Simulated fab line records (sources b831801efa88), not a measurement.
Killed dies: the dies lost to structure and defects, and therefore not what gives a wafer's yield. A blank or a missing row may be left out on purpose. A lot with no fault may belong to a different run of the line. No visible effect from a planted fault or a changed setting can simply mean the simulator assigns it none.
Problem report, 8D (eight disciplines) form, completed by code + flow gf180mcu + the parts of the form that need people (team, actions taken, sign-off) are left out

1. THE PROBLEM
At GF_HV_LDD_STRIP_10, stripTimeToEndpointS averages 12.06 s over 6 wafers from 2 lots, while fault-free wafers read 12.64 s, standard deviation 0.035. That is -17 standard deviations from the usual mean.
The step: strips in O2/N2.
The first sign was on wafer L265.1 at day 10 21:26, on plasmaAsher-02. The record holds 36 wafers of 12 lots with a number at this step. Rule for "out", or "out of limits": more than 4 standard deviations from the usual mean. All remaining wafers that have a number are taken as sound.

2. WHAT THIS IS AND IS NOT
| question                    | is                             | is not                                                                                                        |
|-----------------------------|--------------------------------|---------------------------------------------------------------------------------------------------------------|
| which readings at this step | stripTimeToEndpointS           | drypumpMotorCurrentA, heaterPowerW                                                                            |
| which lots                  | L265, L266                     | L262, L264, L267, L276, L277, L278, L279, L280, L282, L284                                                    |
| which wafers of those lots  | all that have a number         | -                                                                                                             |
| read on which tools         | plasmaAsher-02, plasmaAsher-04 | plasmaAsher-01                                                                                                |
| when                        | from day 10 21:26              | up to then (6 sound wafers); but 24 sound wafers of L267, L276, L277, L278, L279, L280, L282, L284 came after |

3. THE SUSPECTS, EACH WITH WHAT RULES IT OUT
Counting: a tool at any process step up to the reading remains a suspect when it ran all the lots that are out and ran no sound lot after the first of those.
- plasmaAsher-03 at GF_VT_IMPLANT_STRIP_42 (strips in O2/N2): ruled out as a lasting fault. Following L265 (day 8 09:49), the first lot on it that is out, the sound lots L276, L277, L279, L280 were run on it.
- lithoTrack-04 at GF_HV_LDD_COAT_02 (resist thk 1000 nm): ruled out as a lasting fault. Following L265 (day 10 11:52), the first lot on it that is out, the sound lots L276, L280, L282, L284 were run on it.
Left after counting: nothing in the record.

4. THE CAUSE (what the simulator had put in)
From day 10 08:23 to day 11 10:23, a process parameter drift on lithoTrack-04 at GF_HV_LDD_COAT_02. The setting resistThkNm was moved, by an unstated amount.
It was ruled out by counting, in error; the rule expects a fault to strike all lots run on its tool from its start on, and this fault did not.

5. THE EFFECT CHAIN, in route order
Each row: a reading where the mean over the struck wafers with a number is more than 3 standard deviations away from the usual. Only readings whose record carries a usual standard deviation are examined. hours: median over the lots of the time between each lot's start at the first step of this table that gives one and its start at this step. sigmas: the change, counted in usual standard deviations.
| hours | step               | reading              | usual   | on struck wafers | change | sigmas |
|-------|--------------------|----------------------|---------|------------------|--------|--------|
| 0     | GF_HV_LDD_STRIP_10 | stripTimeToEndpointS | 12.64 s | 12.06            | -0.58  | -17    |
Its process steps:
- GF_HV_LDD_STRIP_10: strips in O2/N2.
Later steps that measure or inspect, where all struck wafers having a row at the step show a number for every such reading and not one has moved that far: GF_HV_LDD_CD_MEAS_31.

6. HOW IT WOULD HAVE BEEN CAUGHT EARLIER
In this record no reading fell out of limits until day 10 21:26, 13 hours after the fault had begun at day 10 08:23.
An alarm limit of 4 standard deviations would not have fired on the tool readings at GF_HV_LDD_COAT_02 for which the record gives a usual standard deviation, since none of them was out on any struck wafer.
